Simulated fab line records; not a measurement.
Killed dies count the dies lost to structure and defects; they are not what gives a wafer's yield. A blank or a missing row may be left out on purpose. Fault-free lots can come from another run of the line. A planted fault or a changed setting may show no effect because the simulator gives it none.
fab line records | flow sfq_line | part 1 of 2: steps 1 to 28 of 40
[record] lots = 5 | wafers = 15 | last_day = 79
route steps=325 shown I0@57 M1@58 I1@73 M2@88
lots with no fault: from the same line, run without faults
start_h: start of the lot's first displayed wafer, in hours after the record's first day | wait_h: hours from the lot's prior step to this one | " repeats the value in the row above | L1.1+2: several wafers, shown together as one row | - no value, or no start given | * or withheld: withheld | < > ~ a bound
route shown NAME@n: a module of which the file shows steps, and the number in the route of the first | usual: mean and standard deviation over wafers with no fault | same: alike in all rows | chamber/n: place in a boat | sites: each site's reading | _std_site: the values' standard deviation | _edge_site: mean of outer sites minus mean of inner sites | radius_mm: for every site, how far away it sits from the centre of the wafer | mask NAME#n: copy n | behind: the last tool/chamber to shape the wafer | hold: why the lot went on hold/how many hours it stayed there/how the hold came to an end | device: names the non-switching transistor (n, p or np) | end of line: the route-end tests of the same wafers | step lacking rows: just its recipe | killed: the dies lost at the first sort to structure and to defects; this is not the yield of the wafer | map: a wafer's dies, marking killed ones x, the rest . and places with no die _
set.NAME: the setting the step ran with; set.NAME@STEP: the setting that earlier step ran with | model.NAME: the simulator's own value behind a step, which no gauge read
certain route steps with their lots: each step a table, each wafer a row
services: the hour from which a tool's chamber was out of use, counted from the record's first day as start_h (under 0 if before that day), plus the number of hours and why
[[steps]]
[step SFQ_TRILAYER_I0_VIA_STRIP_SOLV_CLEAN_036]
[recipe] chemistry = NMP | temp_c = 70 | time_s = 600
lot.wafer  | tool         | chamber | start_h | wait_h
L078.1+2+3 | wet_bench-01 | 2,5,6   | 398.89  | 0.4
L081.2+4+6 | wet_bench-03 | 7,1,6   | 437.29  | 0.4
L085.1+2+3 | wet_bench-03 | 1,4,2   | 481.74  | 0.4
L092.1+5+6 | wet_bench-01 | 2,3,7   | 527.47  | 0.4
L093.1+4+6 | wet_bench-04 | 0,1,6   | 537.07  | 0.4
[step SFQ_TRILAYER_M1_DEP_PRE_CLEAN_038]
[recipe] gas = Ar | time_s = 22.5 | bias_v = 250
lot.wafer  | tool           | chamber | start_h | wait_h
L078.1+2+3 | pvd_sputter-04 | -       | 399.07  | 0.0
L081.2+4+6 | pvd_sputter-05 | -       | 437.47  | 0.0
L085.1+2+3 | pvd_sputter-05 | -       | 481.92  | 0.0
L092.1+5+6 | pvd_sputter-05 | -       | 527.64  | 0.0
L093.1+4+6 | pvd_sputter-06 | -       | 537.42  | 0.0
[step SFQ_TRILAYER_M1_DEP_SPUTTER_037]
[recipe] material = Nb | base_pressure_pa = 1.33e-06 | chamber_pressure_pa = 0.1333 | substrate_temp_c = 20 | resputter_cathode_voltage_v = 400 | target_thk_nm = 200 | power_w = 2000 | time_s = 133.3
[usual] throttle_valve_pct = 29.7/1.2
lot.wafer | tool           | chamber | start_h | wait_h | throttle_valve_pct
L078.1    | pvd_sputter-04 | -       | 399.10  | 0.0    | 29.3
L078.2    | "              | -       | "       | "      | 29.7
L078.3    | "              | -       | "       | "      | 31.6
L081.2    | pvd_sputter-05 | -       | 437.50  | 0.0    | 31.1
L081.4    | "              | -       | "       | "      | 29.0
L081.6    | "              | -       | "       | "      | 30.3
L085.1    | pvd_sputter-05 | -       | 481.95  | 0.0    | 31.4
L085.2    | "              | -       | "       | "      | 29.0
L085.3    | "              | -       | "       | "      | 30.1
L092.1    | pvd_sputter-05 | -       | 527.67  | 0.0    | 31.2
L092.5    | "              | -       | "       | "      | 28.9
L092.6    | "              | -       | "       | "      | 30.2
L093.1    | pvd_sputter-06 | -       | 537.45  | 0.0    | 30.8
L093.4    | "              | -       | "       | "      | 27.9
L093.6    | "              | -       | "       | "      | 27.8
[step SFQ_M1_RS_MEAS_909]
[recipe] thk_meas_gauge = four-point-probe | reads = Nb_of_TRILAYER_M1_DEP_SPUTTER_037
[usual] M1_NB_RS = 0.888/0.0088
lot.wafer | tool          | chamber | start_h | wait_h | M1_NB_RS[ohm/sq]
L078.1    | film_metro-01 | -       | 399.19  | 0.0    | 0.893
L078.2    | "             | -       | "       | "      | 0.882
L078.3    | "             | -       | "       | "      | 0.896
L081.2    | film_metro-04 | -       | 437.61  | 0.1    | 0.905
L081.4    | "             | -       | "       | "      | 0.903
L081.6    | "             | -       | "       | "      | 0.894
L085.1    | film_metro-01 | -       | 482.04  | 0.0    | 0.902
L085.2    | "             | -       | "       | "      | 0.898
L085.3    | "             | -       | "       | "      | 0.903
L092.1    | film_metro-04 | -       | 527.76  | 0.0    | 0.894
L092.5    | "             | -       | "       | "      | 0.898
L092.6    | "             | -       | "       | "      | 0.890
L093.1    | film_metro-04 | -       | 537.54  | 0.0    | 0.884
L093.4    | "             | -       | "       | "      | 0.889
L093.6    | "             | -       | "       | "      | 0.880
[step SFQ_TRILAYER_M1_LITHO_COAT_044]
[recipe] resist = BARC | spin_rpm = 3000 | resist_thk_nm = 62
[usual] dispense_pressure_kPa = 49/4.6
lot.wafer | tool           | chamber | start_h | wait_h | dispense_pressure_kPa
L078.1    | litho_track-03 | 0       | 399.37  | 0.1    | 43
L078.2    | "              | 0       | "       | "      | 43
L078.3    | "              | 0       | "       | "      | 43
L081.2    | litho_track-04 | 0       | 437.82  | 0.1    | 48
L081.4    | "              | 0       | "       | "      | 48
L081.6    | "              | 0       | "       | "      | 48
L085.1    | litho_track-02 | 0       | 482.22  | 0.1    | 56
L085.2    | "              | 0       | "       | "      | 56
L085.3    | "              | 0       | "       | "      | 56
L092.1    | litho_track-02 | 0       | 527.94  | 0.1    | 56
L092.5    | "              | 0       | "       | "      | 56
L092.6    | "              | 0       | "       | "      | 56
L093.1    | litho_track-04 | 0       | 537.72  | 0.1    | 48
L093.4    | "              | 0       | "       | "      | 48
L093.6    | "              | 0       | "       | "      | 48
[step SFQ_TRILAYER_M1_LITHO_COAT_039]
[recipe] resist = KrF | spin_rpm = 3000 | resist_thk_nm = 600
[usual] dispense_pressure_kPa = 49/4.6
lot.wafer | tool           | chamber | start_h | wait_h | dispense_pressure_kPa
L078.1    | litho_track-03 | 0       | 399.67  | 0.2    | 43
L078.2    | "              | 0       | "       | "      | 43
L078.3    | "              | 0       | "       | "      | 43
L081.2    | litho_track-04 | 0       | 438.12  | 0.2    | 48
L081.4    | "              | 0       | "       | "      | 48
L081.6    | "              | 0       | "       | "      | 48
L085.1    | litho_track-02 | 0       | 482.52  | 0.2    | 56
L085.2    | "              | 0       | "       | "      | 56
L085.3    | "              | 0       | "       | "      | 56
L092.1    | litho_track-02 | 0       | 528.24  | 0.2    | 56
L092.5    | "              | 0       | "       | "      | 56
L092.6    | "              | 0       | "       | "      | 56
L093.1    | litho_track-04 | 0       | 538.02  | 0.2    | 48
L093.4    | "              | 0       | "       | "      | 48
L093.6    | "              | 0       | "       | "      | 48
[step SFQ_TRILAYER_M1_LITHO_SOFTBAKE_043]
[recipe] temp_c = withheld | time_s = withheld | resist = KrF
lot.wafer  | tool           | chamber | start_h | wait_h
L078.1+2+3 | litho_track-03 | 0       | 399.97  | 0.2
L081.2+4+6 | litho_track-04 | 0       | 438.39  | 0.2
L085.1+2+3 | litho_track-02 | 0       | 482.82  | 0.2
L092.1+5+6 | litho_track-02 | 0       | 528.54  | 0.2
L093.1+4+6 | litho_track-04 | 0       | 538.32  | 0.2
[step SFQ_TRILAYER_M1_LITHO_EXPOSE_040]
[recipe] mask_id = M1 | na = 0.6 | source_shape = conventional | sigma_outer = 0.65 | target_cd_nm = 500 | dose_mj = 14.4
lot.wafer  | tool           | chamber | start_h | wait_h | mask
L078.1+2+3 | krf_scanner-01 | 0       | 400.30  | -      | M1#0
L081.2+4+6 | krf_scanner-01 | 0       | 438.72  | -      | M1#0
L085.1+2+3 | krf_scanner-02 | 0       | 611.78  | -      | M1#0
L092.1+5+6 | krf_scanner-02 | 0       | 664.83  | -      | M1#0
L093.1+4+6 | krf_scanner-02 | 0       | 672.03  | -      | M1#0
[step SFQ_TRILAYER_M1_LITHO_PEB_042]
[recipe] peb_temp_c = 115 | peb_time_s = 60 | resist = KrF
lot.wafer  | tool           | chamber | start_h | wait_h
L078.1+2+3 | litho_track-04 | 0       | 401.50  | 1.0
L081.2+4+6 | litho_track-04 | 0       | 439.74  | 0.8
L085.1+2+3 | litho_track-04 | 0       | 612.98  | 1.0
L092.1+5+6 | litho_track-04 | 0       | 666.03  | 1.0
L093.1+4+6 | litho_track-02 | 0       | 673.23  | 1.0
[step SFQ_TRILAYER_M1_LITHO_DEVELOP_041]
[recipe] time_s = 60 | resist = KrF
lot.wafer  | tool           | chamber | start_h | wait_h
L078.1+2+3 | litho_track-04 | 0       | 401.65  | 0.1
L081.2+4+6 | litho_track-04 | 0       | 439.89  | 0.1
L085.1+2+3 | litho_track-04 | 0       | 613.13  | 0.1
L092.1+5+6 | litho_track-04 | 0       | 666.18  | 0.1
L093.1+4+6 | litho_track-02 | 0       | 673.38  | 0.1
[step SFQ_M1_OVL_MEAS_911]
[usual] M1_OVL = 0/4.8
lot.wafer | tool       | chamber | start_h | wait_h | M1_OVL[nm]
L078.1    | overlay-02 | -       | 401.80  | 0.1    | 2
L078.2    | "          | -       | "       | "      | 0
L078.3    | "          | -       | "       | "      | 5
L081.2    | overlay-01 | -       | 440.02  | 0.1    | 1
L081.4    | "          | -       | "       | "      | 0
L081.6    | "          | -       | "       | "      | -2
L085.1    | overlay-01 | -       | 613.28  | 0.1    | -2
L085.2    | "          | -       | "       | "      | 9
L085.3    | "          | -       | "       | "      | 2
L092.1    | overlay-01 | -       | 666.33  | 0.1    | 1
L092.5    | "          | -       | "       | "      | -2
L092.6    | "          | -       | "       | "      | -5
L093.1    | overlay-01 | -       | 673.53  | 0.1    | 8
L093.4    | "          | -       | "       | "      | 7
L093.6    | "          | -       | "       | "      | 3
[step SFQ_TRILAYER_M1_BARC_OPEN_METAL_ETCH_054]
[recipe] mask_material = PR | chemistry = O2 | target_depth_nm = 125 | target = BARC | icp_w = 600 | bias_w = 80 | pressure_mtorr = 10 | time_s = 41.7
[usual] drypump_motor_current_A = 5.9/0.5 | he_backside_leak_sccm = 3.25/0.16 | oes_product_au = 0.684/0.0046
lot.wafer | tool         | chamber | start_h | wait_h | drypump_motor_current_A | he_backside_leak_sccm | oes_product_au | rf_hours_counter_h
L078.1    | rie_metal-03 | 0       | 401.84  | 0.0    | 6.3                     | 3.15                  | 0.682          | 22
L078.2    | "            | 1       | "       | "      | 6.4                     | 3.28                  | 0.687          | 13
L078.3    | "            | 0       | "       | "      | 6.3                     | 3.21                  | 0.691          | -
L081.2    | rie_metal-02 | 0       | 440.05  | 0.0    | 4.8                     | 3.24                  | 0.683          | 17
L081.4    | "            | 0       | "       | "      | 4.8                     | 3.32                  | 0.692          | -
L081.6    | "            | 0       | "       | "      | 4.8                     | 3.29                  | 0.685          | -
L085.1    | rie_metal-02 | 0       | 613.32  | 0.0    | 4.8                     | 3.65                  | 0.672          | 48
L085.2    | "            | 1       | "       | "      | 6.0                     | 3.13                  | 0.682          | 2
L085.3    | "            | 1       | "       | "      | 6.0                     | 3.36                  | 0.686          | -
L092.1    | rie_metal-03 | 1       | 666.37  | 0.0    | 6.5                     | 3.38                  | 0.686          | 55
L092.5    | "            | 1       | "       | "      | 6.5                     | 3.32                  | 0.685          | -
L092.6    | "            | 0       | "       | "      | 6.3                     | 3.22                  | 0.688          | -
L093.1    | rie_metal-02 | 1       | 673.57  | 0.0    | 6.0                     | 3.18                  | 0.681          | 9
L093.4    | "            | 1       | "       | "      | 6.0                     | 3.30                  | 0.685          | -
L093.6    | "            | 0       | "       | "      | 4.8                     | 3.48                  | 0.679          | -
[step SFQ_TRILAYER_M1_ETCH_METAL_ETCH_042]
[recipe] target = Nb | stop_on = SiO2 | mask_material = PR | chemistry = Cl2/Ar | target_depth_nm = 240 | icp_w = 600 | bias_w = 80 | pressure_mtorr = 10 | time_s = 120
[usual] drypump_motor_current_A = 5.9/0.5 | he_backside_leak_sccm = 3.27/0.2 | oes_product_au = 0.895/0.0069
lot.wafer | tool         | chamber | start_h | wait_h | drypump_motor_current_A | he_backside_leak_sccm | oes_product_au | rf_hours_counter_h
L078.1    | rie_metal-03 | 0       | 401.90  | 0.0    | 6.3                     | 3.21                  | 0.902          | 22
L078.2    | "            | 1       | "       | "      | 6.4                     | 3.28                  | 0.899          | 13
L078.3    | "            | 0       | "       | "      | 6.3                     | 3.24                  | 0.897          | -
L081.2    | rie_metal-02 | 0       | 440.11  | 0.0    | 4.8                     | 3.27                  | 0.884          | 17
L081.4    | "            | 0       | "       | "      | 4.8                     | 3.25                  | 0.880          | -
L081.6    | "            | 0       | "       | "      | 4.8                     | 3.52                  | 0.883          | -
L085.1    | rie_metal-02 | 0       | 613.40  | 0.1    | 4.9                     | 3.57                  | 0.895          | 48
L085.2    | "            | 1       | "       | "      | 6.0                     | 3.31                  | 0.888          | 2
L085.3    | "            | 1       | "       | "      | 6.0                     | 3.39                  | 0.880          | -
L092.1    | rie_metal-03 | 1       | 666.43  | 0.0    | 6.4                     | 3.45                  | 0.888          | 55
L092.5    | "            | 1       | "       | "      | 6.5                     | 3.41                  | 0.894          | -
L092.6    | "            | 0       | "       | "      | 6.3                     | 3.31                  | 0.887          | -
L093.1    | rie_metal-02 | 1       | 673.63  | 0.0    | 6.0                     | 3.21                  | 0.900          | 9
L093.4    | "            | 1       | "       | "      | 6.0                     | 3.20                  | 0.887          | -
L093.6    | "            | 0       | "       | "      | 4.8                     | 3.53                  | 0.890          | -
[step SFQ_TRILAYER_M1_STRIP_STRIP_043]
[recipe] gas = O2 | power_w = 200 | platen_temp_c = 40 | overash_fraction = 0.65 | chemistry = O2 | pressure_mtorr = 50
[usual] drypump_motor_current_A = 5.9/0.5 | he_backside_leak_sccm = 3.28/0.3 | oes_product_au = 0.997/0.0086
lot.wafer | tool         | chamber | start_h | wait_h | drypump_motor_current_A | he_backside_leak_sccm | oes_product_au | rf_hours_counter_h
L078.1    | rie_metal-03 | 0       | 402.02  | 0.1    | 6.3                     | 3.04                  | 0.999          | 22
L078.2    | "            | 1       | "       | "      | 6.4                     | 3.27                  | 0.996          | 13
L078.3    | "            | 0       | "       | "      | 6.3                     | 2.82                  | 0.985          | -
L081.2    | rie_metal-02 | 0       | 440.24  | 0.1    | 4.8                     | 3.61                  | 1.020          | 17
L081.4    | "            | 0       | "       | "      | 4.8                     | 3.42                  | 1.021          | -
L081.6    | "            | 0       | "       | "      | 4.9                     | 3.28                  | 1.018          | -
L085.1    | rie_metal-02 | 0       | 613.57  | 0.1    | 4.8                     | 3.58                  | 1.000          | 48
L085.2    | "            | 1       | "       | "      | 6.0                     | 3.29                  | 0.996          | 2
L085.3    | "            | 1       | "       | "      | 6.0                     | 3.31                  | 0.990          | -
L092.1    | rie_metal-03 | 1       | 666.55  | 0.1    | 6.5                     | 3.30                  | 0.993          | 55
L092.5    | "            | 1       | "       | "      | 6.5                     | 3.29                  | 0.996          | -
L092.6    | "            | 0       | "       | "      | 6.3                     | 3.19                  | 0.999          | -
L093.1    | rie_metal-02 | 1       | 673.75  | 0.1    | 6.0                     | 3.41                  | 0.997          | 9
L093.4    | "            | 1       | "       | "      | 6.0                     | 3.40                  | 0.987          | -
L093.6    | "            | 0       | "       | "      | 4.8                     | 3.84                  | 1.017          | -
[step SFQ_TRILAYER_M1_STRIP_SOLV_CLEAN_044]
[recipe] chemistry = NMP | temp_c = 70 | time_s = 600
lot.wafer  | tool         | chamber | start_h | wait_h
L078.1+2+3 | wet_bench-02 | 6,3,7   | 402.62  | 0.4
L081.2+4+6 | wet_bench-02 | 2,1,4   | 440.84  | 0.4
L085.1+2+3 | wet_bench-01 | 6,4,3   | 614.37  | 0.5
L092.1+5+6 | wet_bench-02 | 3,2,1   | 667.15  | 0.4
L093.1+4+6 | wet_bench-01 | 6,0,5   | 674.35  | 0.4
[step SFQ_TRILAYER_I1_DEP_PECVD_045]
[recipe] material = SiO2 | temp_c = 150 | time_s = 111.11 | pressure_torr = 2.4 | rf_w = 183.3 | precursor = SiH4/N2O | target_thk_nm = 500
[usual] heater_power_outer_w = 28/7.3 | heater_power_w = 82/8.9 | throttle_valve_pct = 24.3/1.2
lot.wafer | tool     | chamber | start_h | wait_h | heater_power_outer_w | heater_power_w | throttle_valve_pct
L078.1    | pecvd-02 | 1       | 402.81  | 0.0    | 37                   | 90             | 25.3
L078.2    | "        | 0       | "       | "      | 31                   | 90             | 24.9
L078.3    | "        | 2       | "       | "      | 24                   | 78             | 24.0
L081.2    | pecvd-02 | 2       | 441.01  | 0.0    | 30                   | 86             | 23.9
L081.4    | "        | 2       | "       | "      | 19                   | 72             | 24.1
L081.6    | "        | 1       | "       | "      | 40                   | 94             | 25.2
L085.1    | pecvd-01 | 0       | 614.56  | 0.0    | 21                   | 86             | 24.7
L085.2    | "        | 2       | "       | "      | 20                   | 72             | 24.0
L085.3    | "        | 0       | "       | "      | 23                   | 87             | 24.6
L092.1    | pecvd-01 | 0       | 667.50  | 0.0    | 16                   | 77             | 24.6
L092.5    | "        | 1       | "       | "      | 39                   | 93             | 25.4
L092.6    | "        | 2       | "       | "      | 26                   | 82             | 24.3
L093.1    | pecvd-02 | 2       | 674.55  | 0.0    | 24                   | 77             | 22.9
L093.4    | "        | 1       | "       | "      | 37                   | 87             | 23.7
L093.6    | "        | 0       | "       | "      | 20                   | 76             | 22.6
[step SFQ_TRILAYER_I1_CMP_CMP_046]
[recipe] material = SiO2 | down_force_psi = 3 | platen_rpm = 60 | pad_velocity_m_s = 0.94248
[usual] motor_current_A = 9.9/0.86 | time_to_endpoint_s = 215/8.6
lot.wafer | tool   | chamber | start_h | wait_h | motor_current_A | time_to_endpoint_s
L078.1    | cmp-02 | 1       | 403.86  | 1.0    | 8.9             | 223
L078.2    | "      | 2       | "       | "      | 10.0            | 214
L078.3    | "      | 3       | "       | "      | 9.8             | 228
L081.4    | cmp-02 | 3       | 441.09  | 0.0    | 9.6             | 222
L081.2    | "      | 0       | "       | "      | 9.2             | 215
L081.6    | "      | 3       | 443.09  | 2.0    | 10.0            | 226
L085.1    | cmp-01 | 2       | 615.46  | 0.9    | 9.5             | 211
L085.2    | "      | 3       | "       | "      | 9.5             | 227
L085.3    | "      | 0       | "       | "      | 10.6            | 210
L092.1    | cmp-01 | 2       | 669.05  | 1.5    | 9.5             | 205
L092.6    | "      | 0       | 670.05  | 2.5    | 10.0            | 216
L092.5    | "      | 1       | "       | "      | 11.7            | 214
L093.4    | cmp-01 | 2       | 674.62  | 0.0    | 9.3             | 211
L093.1    | "      | 0       | 675.62  | 1.0    | 10.2            | 210
L093.6    | "      | 3       | 677.12  | 2.5    | 9.5             | 224
[step SFQ_I1_BOW_MEAS_912]
[recipe] mode = bow
[usual] I1_BOW = 4/7.4
lot.wafer | tool          | chamber | start_h | wait_h | I1_BOW[um]
L078.1    | film_metro-03 | -       | 406.36  | 2.0    | -3
L078.2    | "             | -       | "       | "      | 7
L078.3    | "             | -       | "       | "      | -5
L081.2    | film_metro-03 | -       | 444.11  | 2.0    | 3
L081.4    | "             | -       | "       | "      | -6
L081.6    | "             | -       | "       | "      | -3
L085.1    | film_metro-01 | -       | 617.96  | 2.0    | 2
L085.2    | "             | -       | "       | "      | 12
L085.3    | "             | -       | "       | "      | 4
L092.1    | film_metro-03 | -       | 671.05  | 1.5    | -6
L092.5    | "             | -       | "       | "      | 6
L092.6    | "             | -       | "       | "      | 3
L093.1    | film_metro-01 | -       | 677.62  | 1.5    | 10
L093.4    | "             | -       | "       | "      | 14
L093.6    | "             | -       | "       | "      | 4
[step SFQ_TRILAYER_I1_METRO_MEASURE_047]
[usual] thk_nm = 200.1/1.2
lot.wafer | tool          | chamber | start_h | wait_h | thk_nm
L078.1    | film_metro-03 | -       | 406.48  | 0.1    | 202.0
L078.2    | "             | -       | "       | "      | 200.0
L078.3    | "             | -       | "       | "      | 200.4
L081.2    | film_metro-03 | -       | 444.41  | 0.3    | 199.8
L081.4    | "             | -       | "       | "      | 201.5
L081.6    | "             | -       | "       | "      | 200.6
L085.1    | film_metro-01 | -       | 618.08  | 0.1    | 199.5
L085.2    | "             | -       | "       | "      | 200.6
L085.3    | "             | -       | "       | "      | 200.0
L092.1    | film_metro-03 | -       | 671.17  | 0.1    | 199.3
L092.5    | "             | -       | "       | "      | 197.8
L092.6    | "             | -       | "       | "      | 200.0
L093.1    | film_metro-01 | -       | 677.74  | 0.1    | 198.3
L093.4    | "             | -       | "       | "      | 198.8
L093.6    | "             | -       | "       | "      | 200.0
[step SFQ_TRILAYER_I1_VIA_LITHO_COAT_054]
[recipe] resist = BARC | spin_rpm = 3000 | resist_thk_nm = 62
[usual] dispense_pressure_kPa = 53/6.5
lot.wafer | tool           | chamber | start_h | wait_h | dispense_pressure_kPa
L078.1    | litho_track-01 | 0       | 407.68  | 1.0    | 58
L078.2    | "              | 0       | "       | "      | 58
L078.3    | "              | 0       | "       | "      | 58
L081.2    | litho_track-01 | 0       | 445.46  | 0.8    | 58
L081.4    | "              | 0       | "       | "      | 58
L081.6    | "              | 0       | "       | "      | 58
L085.1    | litho_track-03 | 0       | 619.28  | 1.0    | 43
L085.2    | "              | 0       | "       | "      | 43
L085.3    | "              | 0       | "       | "      | 43
L092.1    | litho_track-01 | 0       | 672.37  | 1.0    | 58
L092.5    | "              | 0       | "       | "      | 58
L092.6    | "              | 0       | "       | "      | 58
L093.1    | litho_track-03 | 0       | 678.94  | 1.0    | 43
L093.4    | "              | 0       | "       | "      | 43
L093.6    | "              | 0       | "       | "      | 43
[step SFQ_TRILAYER_I1_VIA_LITHO_COAT_049]
[recipe] resist = KrF | spin_rpm = 3000 | resist_thk_nm = 650
[usual] dispense_pressure_kPa = 53/6.5
lot.wafer | tool           | chamber | start_h | wait_h | dispense_pressure_kPa
L078.1    | litho_track-01 | 0       | 407.98  | 0.2    | 58
L078.2    | "              | 0       | "       | "      | 58
L078.3    | "              | 0       | "       | "      | 58
L081.2    | litho_track-01 | 0       | 445.76  | 0.2    | 58
L081.4    | "              | 0       | "       | "      | 58
L081.6    | "              | 0       | "       | "      | 58
L085.1    | litho_track-03 | 0       | 619.58  | 0.2    | 43
L085.2    | "              | 0       | "       | "      | 43
L085.3    | "              | 0       | "       | "      | 43
L092.1    | litho_track-01 | 0       | 672.67  | 0.2    | 58
L092.5    | "              | 0       | "       | "      | 58
L092.6    | "              | 0       | "       | "      | 58
L093.1    | litho_track-03 | 0       | 679.24  | 0.2    | 43
L093.4    | "              | 0       | "       | "      | 43
L093.6    | "              | 0       | "       | "      | 43
[step SFQ_TRILAYER_I1_VIA_LITHO_SOFTBAKE_053]
[recipe] temp_c = withheld | time_s = withheld | resist = KrF
lot.wafer  | tool           | chamber | start_h | wait_h
L078.1+2+3 | litho_track-01 | 0       | 408.28  | 0.2
L081.2+4+6 | litho_track-01 | 0       | 446.04  | 0.2
L085.1+2+3 | litho_track-03 | 0       | 619.88  | 0.2
L092.1+5+6 | litho_track-01 | 0       | 672.97  | 0.2
L093.1+4+6 | litho_track-03 | 0       | 679.54  | 0.2
[step SFQ_TRILAYER_I1_VIA_LITHO_EXPOSE_050]
[recipe] mask_id = I1 | na = 0.6 | source_shape = conventional | sigma_outer = 0.65 | target_cd_nm = 500 | dose_mj = 21.3
lot.wafer  | tool           | chamber | start_h | wait_h | mask
L078.1+2+3 | krf_scanner-02 | 0       | 545.58  | -      | I1#0
L081.2+4+6 | krf_scanner-02 | 0       | 581.78  | -      | I1#0
L085.1+2+3 | krf_scanner-02 | 0       | 624.21  | -      | I1#0
L092.1+5+6 | krf_scanner-01 | 0       | 829.75  | -      | I1#0
L093.1+4+6 | krf_scanner-02 | 0       | 835.88  | -      | I1#0
[step SFQ_TRILAYER_I1_VIA_LITHO_PEB_052]
[recipe] peb_temp_c = 115 | peb_time_s = 60 | resist = KrF
lot.wafer  | tool           | chamber | start_h | wait_h
L078.1+2+3 | litho_track-01 | 0       | 546.78  | 1.0
L081.2+4+6 | litho_track-01 | 0       | 582.80  | 0.8
L085.1+2+3 | litho_track-01 | 0       | 625.41  | 1.0
L092.1+5+6 | litho_track-02 | 0       | 830.95  | 1.0
L093.1+4+6 | litho_track-02 | 0       | 837.08  | 1.0
[step SFQ_TRILAYER_I1_VIA_LITHO_DEVELOP_051]
[recipe] time_s = 60 | resist = KrF
lot.wafer  | tool           | chamber | start_h | wait_h
L078.1+2+3 | litho_track-01 | 0       | 546.93  | 0.1
L081.2+4+6 | litho_track-01 | 0       | 582.95  | 0.1
L085.1+2+3 | litho_track-01 | 0       | 625.56  | 0.1
L092.1+5+6 | litho_track-02 | 0       | 831.10  | 0.1
L093.1+4+6 | litho_track-02 | 0       | 837.23  | 0.1
[step SFQ_I1_OVL_MEAS_913]
[usual] I1_OVL = -1/4.5
lot.wafer | tool       | chamber | start_h | wait_h | I1_OVL[nm]
L078.1    | overlay-01 | -       | 547.08  | 0.1    | -6
L078.2    | "          | -       | "       | "      | -6
L078.3    | "          | -       | "       | "      | -9
L081.2    | overlay-02 | -       | 583.08  | 0.1    | 0
L081.4    | "          | -       | "       | "      | -3
L081.6    | "          | -       | "       | "      | -2
L085.1    | overlay-02 | -       | 625.71  | 0.1    | 5
L085.2    | "          | -       | "       | "      | 3
L085.3    | "          | -       | "       | "      | 5
L092.1    | overlay-01 | -       | 831.25  | 0.1    | -1
L092.5    | "          | -       | "       | "      | -1
L092.6    | "          | -       | "       | "      | -1
L093.1    | overlay-01 | -       | 837.38  | 0.1    | -7
L093.4    | "          | -       | "       | "      | -3
L093.6    | "          | -       | "       | "      | -9
[step SFQ_TRILAYER_I1_VIA_BARC_OPEN_VIA_ETCH_071]
[recipe] mask_material = PR | chemistry = O2 | target_depth_nm = 125 | target = BARC | source_w = 500 | bias_w = 80 | pressure_mtorr = 30 | time_s = 41.7
[usual] drypump_motor_current_A = 5.8/0.38 | oes_product_au = 0.685/0.0049
lot.wafer | tool        | chamber | start_h | wait_h | drypump_motor_current_A | oes_product_au | rf_hours_counter_h
L078.1    | rie_diel-03 | 3       | 547.11  | 0.0    | 6.2                     | 0.683          | 82
L078.2    | "           | 0       | "       | "      | 5.2                     | 0.691          | 9
L078.3    | "           | 1       | "       | "      | 5.6                     | 0.687          | 83
L081.2    | rie_diel-03 | 2       | 583.11  | 0.0    | 6.1                     | 0.685          | 0
L081.4    | "           | 0       | "       | "      | 5.2                     | 0.697          | 11
L081.6    | "           | 0       | "       | "      | 5.2                     | 0.680          | -
L085.1    | rie_diel-01 | 0       | 625.74  | 0.0    | 5.5                     | 0.685          | 3
L085.2    | "           | 2       | "       | "      | 5.3                     | 0.680          | 51
L085.3    | "           | 3       | "       | "      | 6.3                     | 0.692          | 3
L092.1    | rie_diel-01 | 1       | 831.29  | 0.0    | 5.4                     | 0.690          | 2
L092.5    | "           | 0       | "       | "      | 5.5                     | 0.682          | -
L092.6    | "           | 1       | "       | "      | 5.4                     | 0.682          | -
L093.1    | rie_diel-04 | 3       | 837.41  | 0.0    | 5.6                     | 0.683          | 11
L093.4    | "           | 1       | "       | "      | 6.2                     | 0.691          | -
L093.6    | "           | 2       | "       | "      | 6.2                     | 0.685          | -
[step SFQ_TRILAYER_I1_VIA_ETCH_VIA_ETCH_052]
[recipe] target = SiO2 | stop_on = Nb | mask_material = PR | taper_deg = 20 | chemistry = CHF3 | target_depth_nm = 260 | source_w = 500 | bias_w = 80 | pressure_mtorr = 30 | time_s = withheld
[usual] drypump_motor_current_A = 5.8/0.39 | oes_product_au = 0.855/0.0049
lot.wafer | tool        | chamber | start_h | wait_h | drypump_motor_current_A | oes_product_au
L078.1    | rie_diel-03 | 3       | 547.15  | 0.0    | 6.2                     | 0.856
L078.2    | "           | 0       | "       | "      | 5.2                     | 0.853
L078.3    | "           | 1       | "       | "      | 5.6                     | 0.854
L081.2    | rie_diel-03 | 2       | 583.15  | 0.0    | 6.1                     | 0.849
L081.4    | "           | 0       | "       | "      | 5.1                     | 0.864
L081.6    | "           | 0       | "       | "      | 5.1                     | 0.856
L085.1    | rie_diel-01 | 0       | 625.78  | 0.0    | 5.4                     | 0.851
L085.2    | "           | 2       | "       | "      | 5.3                     | 0.857
L085.3    | "           | 3       | "       | "      | 6.3                     | 0.856
L092.1    | rie_diel-01 | 1       | 831.33  | 0.0    | 5.4                     | 0.851
L092.5    | "           | 0       | "       | "      | 5.5                     | 0.848
L092.6    | "           | 1       | "       | "      | 5.4                     | 0.852
L093.1    | rie_diel-04 | 3       | 837.45  | 0.0    | 5.6                     | 0.844
L093.4    | "           | 1       | "       | "      | 6.3                     | 0.851
L093.6    | "           | 2       | "       | "      | 6.2                     | 0.849
